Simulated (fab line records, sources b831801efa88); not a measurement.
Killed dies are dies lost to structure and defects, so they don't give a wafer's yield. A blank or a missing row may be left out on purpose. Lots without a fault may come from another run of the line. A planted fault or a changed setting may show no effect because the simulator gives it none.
Which tool did it? | flow sky130 | 15 lots, 45 wafers sampled, at 4 steps of a route of 708

WHAT THE GAUGES READ, wafer by wafer
The record holds no reading of a measuring or inspecting step that can be judged against a usual standard deviation.

WHICH TOOL RAN EACH LOT (tool, then ch and the chambers of the sampled wafers, then the start)
lot  | SKY_METAL1_DESCUM_17              | SKY_METAL1_METAL_ETCH_19          | SKY_VIA1_CVD_21               | SKY_METAL2_SPUTTER_01
L909 | rie_metal-02 ch 0,1, day 32 12:31 | rie_metal-02 ch 0,1, day 32 12:37 | cvd_w-02 ch 0,1, day 33 17:54 | pvd_sputter-04, day 33 18:30
L910 | rie_metal-01 ch 0, day 32 18:45   | rie_metal-01 ch 0, day 32 18:50   | cvd_w-01 ch 1, day 33 23:15   | pvd_sputter-03, day 33 23:51
L911 | rie_metal-04 ch 0,1, day 33 04:32 | rie_metal-04 ch 0,1, day 33 04:39 | cvd_w-02 ch 0,1, day 34 09:33 | pvd_sputter-03, day 34 10:07
L912 | rie_metal-01 ch 0,1, day 33 12:13 | rie_metal-01 ch 0,1, day 33 12:19 | cvd_w-02 ch 0,1, day 34 16:59 | pvd_sputter-03, day 34 17:35
L913 | rie_metal-04 ch 1, day 34 01:07   | rie_metal-04 ch 1, day 34 01:13   | cvd_w-02 ch 0,1, day 35 06:00 | pvd_sputter-04, day 35 06:36
L915 | rie_metal-04 ch 0,1, day 35 02:46 | rie_metal-04 ch 0,1, day 35 02:52 | cvd_w-01 ch 0,1, day 36 06:55 | pvd_sputter-03, day 36 07:31
L921 | rie_metal-02 ch 0,1, day 37 03:58 | rie_metal-02 ch 0,1, day 37 04:04 | cvd_w-01 ch 0,1, day 38 08:17 | pvd_sputter-04, day 38 08:53
L922 | rie_metal-04 ch 0,1, day 37 05:07 | rie_metal-04 ch 0,1, day 37 05:13 | cvd_w-02 ch 0,1, day 38 09:12 | pvd_sputter-02, day 38 09:48
L923 | rie_metal-01 ch 0,1, day 37 11:11 | rie_metal-01 ch 0,1, day 37 11:17 | cvd_w-01 ch 0,1, day 38 15:16 | pvd_sputter-03, day 38 15:52
L924 | rie_metal-01 ch 0,1, day 37 15:31 | rie_metal-01 ch 0,1, day 37 15:37 | cvd_w-01 ch 0,1, day 38 19:09 | pvd_sputter-03, day 38 19:44
L927 | rie_metal-02 ch 0,1, day 38 10:22 | rie_metal-02 ch 0,1, day 38 10:28 | cvd_w-02 ch 0,1, day 39 13:23 | pvd_sputter-02, day 39 13:58
L928 | rie_metal-04 ch 0,1, day 38 15:28 | rie_metal-04 ch 0,1, day 38 15:34 | cvd_w-02 ch 0,1, day 39 18:04 | pvd_sputter-04, day 39 18:38
L930 | rie_metal-04 ch 0,1, day 39 03:38 | rie_metal-04 ch 0,1, day 39 03:44 | cvd_w-02 ch 0,1, day 40 07:07 | pvd_sputter-04, day 40 07:42
L931 | rie_metal-02 ch 0,1, day 39 06:42 | rie_metal-02 ch 0,1, day 39 06:47 | cvd_w-02 ch 0,1, day 40 09:07 | pvd_sputter-03, day 40 09:46
L932 | rie_metal-02 ch 0,1, day 39 19:17 | rie_metal-02 ch 0,1, day 39 19:23 | cvd_w-02 ch 0,1, day 40 21:30 | pvd_sputter-03, day 40 22:06
- SKY_METAL1_DESCUM_17: chemistry O2, time 8 s.
- SKY_METAL1_METAL_ETCH_19: etches the open film in Cl2/BCl3, stops on SiO2, target depth 360 nm, time 78 s.
- SKY_VIA1_CVD_21: deposits W, target thk 270 nm, time 80.902 s.
- SKY_METAL2_SPUTTER_01: material TiN, target thk 20 nm, time 16.7 s.

WHAT THE TOOLS THEMSELVES READ (means of the sampled wafers that have a number; where no wafer has one, the mark that the record gives instead)
SKY_METAL1_DESCUM_17. Usual: drypump_motor_current_A 6.11 A, standard deviation 0.28; oes_product_au 0.999 a.u., standard deviation 0.013.
lot  | tool         | drypump_motor_current_A (A) | oes_product_au (a.u.) | flag
L909 | rie_metal-02 | 6.07                        | 1.004                 |
L910 | rie_metal-01 | 5.61                        | 1.011                 |
L911 | rie_metal-04 | 6.24                        | 1.003                 |
L912 | rie_metal-01 | 6.03                        | 0.996                 |
L913 | rie_metal-04 | 6.46                        | 0.995                 |
L915 | rie_metal-04 | 6.37                        | 0.988                 |
L921 | rie_metal-02 | 6.09                        | 1.007                 |
L922 | rie_metal-04 | 6.38                        | 0.995                 |
L923 | rie_metal-01 | 6.03                        | 0.994                 |
L924 | rie_metal-01 | 6.04                        | 0.976                 |
L927 | rie_metal-02 | 6.15                        | 1.023                 |
L928 | rie_metal-04 | 6.35                        | 0.996                 |
L930 | rie_metal-04 | 6.23                        | 0.996                 |
L931 | rie_metal-02 | 6.15                        | 1.018                 |
L932 | rie_metal-02 | 6.10                        | 1.012                 |

SKY_METAL1_METAL_ETCH_19. Usual: drypump_motor_current_A 6.12 A, standard deviation 0.28; oes_product_au 0.854 a.u., standard deviation 0.0061; throttle_valve_pct 22.265 %, standard deviation 0.009.
lot  | tool         | drypump_motor_current_A (A) | oes_product_au (a.u.) | throttle_valve_pct (%) | flag
L909 | rie_metal-02 | 6.10                        | 0.852                 | 22.267                 |
L910 | rie_metal-01 | 5.59                        | 0.865                 | 22.268                 |
L911 | rie_metal-04 | 6.24                        | 0.856                 | 22.267                 |
L912 | rie_metal-01 | 6.04                        | 0.853                 | 22.267                 |
L913 | rie_metal-04 | 6.51                        | 0.850                 | 22.266                 |
L915 | rie_metal-04 | 6.37                        | 0.854                 | 22.275                 |
L921 | rie_metal-02 | 6.08                        | 0.853                 | 22.264                 |
L922 | rie_metal-04 | 6.37                        | 0.852                 | 22.265                 |
L923 | rie_metal-01 | 6.03                        | 0.859                 | 22.265                 |
L924 | rie_metal-01 | 6.04                        | 0.853                 | 22.262                 |
L927 | rie_metal-02 | 6.12                        | 0.862                 | 22.250                 |
L928 | rie_metal-04 | 6.36                        | 0.852                 | 22.268                 |
L930 | rie_metal-04 | 6.24                        | 0.862                 | 22.261                 |
L931 | rie_metal-02 | 6.15                        | 0.851                 | 22.272                 |
L932 | rie_metal-02 | 6.09                        | 0.851                 | 22.265                 |

SKY_VIA1_CVD_21. Usual: chamber_pressure_Torr 40.00 Torr, standard deviation 0.087; heater_power_w 849 W, standard deviation 65.
lot  | tool     | chamber_pressure_Torr (Torr) | heater_power_w (W) | flag
L909 | cvd_w-02 | 39.96                        | 855                |
L910 | cvd_w-01 | 40.04                        | 827                |
L911 | cvd_w-02 | 40.09                        | 908                |
L912 | cvd_w-02 | 40.07                        | 904                |
L913 | cvd_w-02 | 39.95                        | 844                |
L915 | cvd_w-01 | 39.93                        | 823                |
L921 | cvd_w-01 | 35.93                        | 837                | OFF
L922 | cvd_w-02 | 39.92                        | 902                |
L923 | cvd_w-01 | 36.00                        | 845                | OFF
L924 | cvd_w-01 | 35.99                        | 856                | OFF
L927 | cvd_w-02 | 39.92                        | 846                |
L928 | cvd_w-02 | 40.03                        | 795                |
L930 | cvd_w-02 | 40.08                        | 836                |
L931 | cvd_w-02 | 40.08                        | 837                |
L932 | cvd_w-02 | 39.93                        | 846                |

SKY_METAL2_SPUTTER_01. Usual: throttle_valve_pct 30.9 %, standard deviation 0.88.
lot  | tool           | throttle_valve_pct (%) | flag
L909 | pvd_sputter-04 | 31.1                   |
L910 | pvd_sputter-03 | 30.2                   |
L911 | pvd_sputter-03 | 29.4                   |
L912 | pvd_sputter-03 | 31.0                   |
L913 | pvd_sputter-04 | 31.1                   |
L915 | pvd_sputter-03 | 30.6                   |
L921 | pvd_sputter-04 | 31.5                   |
L922 | pvd_sputter-02 | 30.9                   |
L923 | pvd_sputter-03 | 31.0                   |
L924 | pvd_sputter-03 | 30.4                   |
L927 | pvd_sputter-02 | 31.2                   |
L928 | pvd_sputter-04 | 31.5                   |
L930 | pvd_sputter-04 | 30.8                   |
L931 | pvd_sputter-03 | 29.9                   |
L932 | pvd_sputter-03 | 29.8                   |

THE ANSWER, worked out from the rows above alone
Rule: a lot is off if the mean of its wafers that have a number lies more than 3 standard deviations from the usual mean. A lot without any number at a reading at which 4 lots or more have one is off too. The other lots that the step has rows for count as sound. The gauges are gone through in route order, then the tools' own readings, and for those a lot's mean is taken as printed above. The first step at which some lot is off is used, and at that step the reading that is off furthest; a lot without a number counts as furthest.
Off: L921, L923, L924, at SKY_VIA1_CVD_21 (chamber_pressure_Torr).
A tool fits if, at that step or a process step before it, it ran every lot that is off, and no sound lot after the first of them. One fits: cvd_w-01 at SKY_VIA1_CVD_21. Its last sound lot is L915 (day 36 06:55), its first lot that is off L921 (day 38 08:17): a fault that began between those two fits.
The tool's own readings at SKY_VIA1_CVD_21 bear it out: on the lots that are off they differ by more than 5 times the standard deviation of the sound lots' means. chamber_pressure_Torr reads 35.97 Torr there against 40.00 Torr on the sound lots.

WHAT THE SIMULATOR HAD PUT IN
Process parameter drift: cvd_w-01, from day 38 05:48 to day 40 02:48, at SKY_VIA1_CVD_21. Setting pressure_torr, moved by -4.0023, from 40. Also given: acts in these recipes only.
Lots struck among those shown: L921, L923, L924. The rule above found the same.
